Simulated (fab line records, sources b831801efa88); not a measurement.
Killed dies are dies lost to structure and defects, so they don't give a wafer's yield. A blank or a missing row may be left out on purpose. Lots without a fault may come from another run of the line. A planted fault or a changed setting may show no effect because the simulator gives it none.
A struck lot beside a sound one | flow sky130 | 15 steps out of a route of 708
Sound: wafers L313.4, L313.5, L313.6. Struck: wafer L324.6. (L324.1, L324.4 of the same lot were not struck and are left out.) The cause comes at the end.
At each step with rows: each side's tool, then ch and its chambers, then its first start. Under that, the readings that differ: sound wafers | struck wafers | difference of the means | sigmas: that difference in standard deviations of wafers without a fault.
alike: readings whose means differ by less than 2 such deviations, and words and numbers that are the same on both sides. not compared: withheld readings, readings that some wafer has no value for, bounds like >300 that may hide the same value, and numbers for which the record gives no deviation and whose values overlap.
The two part at a step that has a row with sigmas, a row that says differs or no value, or rows on one side only. Numbers that don't overlap but have no deviation are shown without sigmas and don't part them. A reading that every wafer of one side lacks parts them only if that side has two wafers or more.

SKY_VIA3_STRIP_16: strips in O2/N2.
  sound on plasma_asher-02 ch 0,1, day 40 13:09; struck on plasma_asher-01 ch 1, day 43 13:49
  alike: chamber_pressure_mTorr, drypump_motor_current_A, n2_flow_sccm, oes_product_au, strip_time_to_endpoint_s
  not compared: rf_hours_counter_h
then, 3 steps without rows for these wafers: SKY_VIA3_STRIP_17 (strips in post etch residue remover, time 1200 s); SKY_VIA3_CLEAN_18 (cleans in IPA, time 180 s); SKY_VIA3_CLEAN_19 (cleans in O3/DIW).
SKY_VIA3_SPUTTER_20: material TiN, target thk 20 nm, time 80 s.
  sound on pvd_sputter-04, day 40 13:45; struck on pvd_sputter-01, day 43 14:26
  reading                | sound          | struck | difference | sigmas
  throttle_valve_pct (%) | 30.3 30.2 29.1 | 32.3   | +2.4       | +2
  alike: cathode_dc_power_W
SKY_VIA3_CVD_21: deposits W, target thk 390 nm, time 117.31 s.
  sound on cvd_w-01 ch 0,1, day 40 13:49; struck on cvd_w-01 ch 1, day 43 14:29
  alike: heater_power_w
SKY_VIA3_RS_MEAS_22: measures by four-point-probe.
  sound on film_metro-01, day 40 13:58; struck on film_metro-02, day 43 14:37
  reading            | sound                | struck | difference | sigmas
  VIA3_W_RS (ohm/sq) | 0.2932 0.2948 0.2929 | 0.2856 | -0.0080    | -3
SKY_VIA3_THK_MEAS_23: measures by xrf.
  sound on film_metro-01, day 40 14:03; struck on film_metro-02, day 43 14:44
  alike: VIA3_W_THK
then, 3 steps without rows for these wafers: SKY_VIA3_CMP_24 (polishes, stops on SiO2, t overpolish 20 s, target thk 0 nm); SKY_METAL4_SPUTTER_00 (material Ti, target thk 15 nm, time 10 s); SKY_METAL4_SPUTTER_01 (material TiN, target thk 20 nm, time 16.7 s).
SKY_METAL4_SPUTTER_02: material AlCu, target thk 735 nm, time 39.1 s.
  sound on pvd_sputter-01, day 40 14:26; struck on pvd_sputter-01, day 43 15:08
  reading                | sound          | struck | difference | sigmas
  throttle_valve_pct (%) | 29.8 29.7 28.8 | 32.6   | +3.2       | +4
  alike: cathode_dc_power_W
SKY_METAL4_SPUTTER_03: material Ti, target thk 5 nm, time 3.3 s.
  sound on pvd_sputter-01, day 40 14:28; struck on pvd_sputter-01, day 43 15:11
  reading                                   | sound                | struck | difference | sigmas
  cathode_dc_power_W (W)                    | 3000.4 3000.4 2999.1 | 2877.1 | -122.9     | -99 or more
  throttle_valve_pct (%)                    | 29.8 29.8 28.8       | 32.2   | +2.7       | +3
  model.Ti_of_METAL4_SPUTTER_03.thk_nm (nm) | 4.883 4.938 4.855    | 4.636  | -0.256     |
SKY_METAL4_SPUTTER_04: material TiN, target thk 70 nm, time 58.3 s.
  sound on pvd_sputter-01, day 40 14:29; struck on pvd_sputter-01, day 43 15:12
  reading                | sound          | struck | difference | sigmas
  throttle_valve_pct (%) | 29.7 29.8 28.3 | 32.3   | +3.0       | +3
  alike: cathode_dc_power_W
-- the record jumps here: 5 days lie between the struck wafers' starts before and after (it left off in module METAL4 and takes up again in module PAD_OPEN, whose first step shown is number 708 of the route) --
SKY_PAD_OPEN_PROBE_99:
  sound on prober-01, day 46 14:06; struck on prober-02, day 49 00:43
  reading                  | sound       | struck | difference | sigmas
  killed_at_M0_to_M3       | 35 50 44    | 65     | +22        | +3
  killed_open              | 38 42 49    | 62     | +19        | +3
  sort_bin_3_pad_short (%) | 0.4 0.8 0.8 | 1.6    | +0.9       | +2
  alike: defect_limited_yield, killed_at_M4_up, killed_at_contacts, killed_at_front_end, killed_at_other, killed_dies, killed_on_rim, killed_short, sort_bin_5_function, sort_bin_6_memory, sort_n_pass, sort_yield_pct

WHERE THEY PART
First at SKY_VIA3_SPUTTER_20; last, within this record, at SKY_PAD_OPEN_PROBE_99.

WHY: what the simulator had put in
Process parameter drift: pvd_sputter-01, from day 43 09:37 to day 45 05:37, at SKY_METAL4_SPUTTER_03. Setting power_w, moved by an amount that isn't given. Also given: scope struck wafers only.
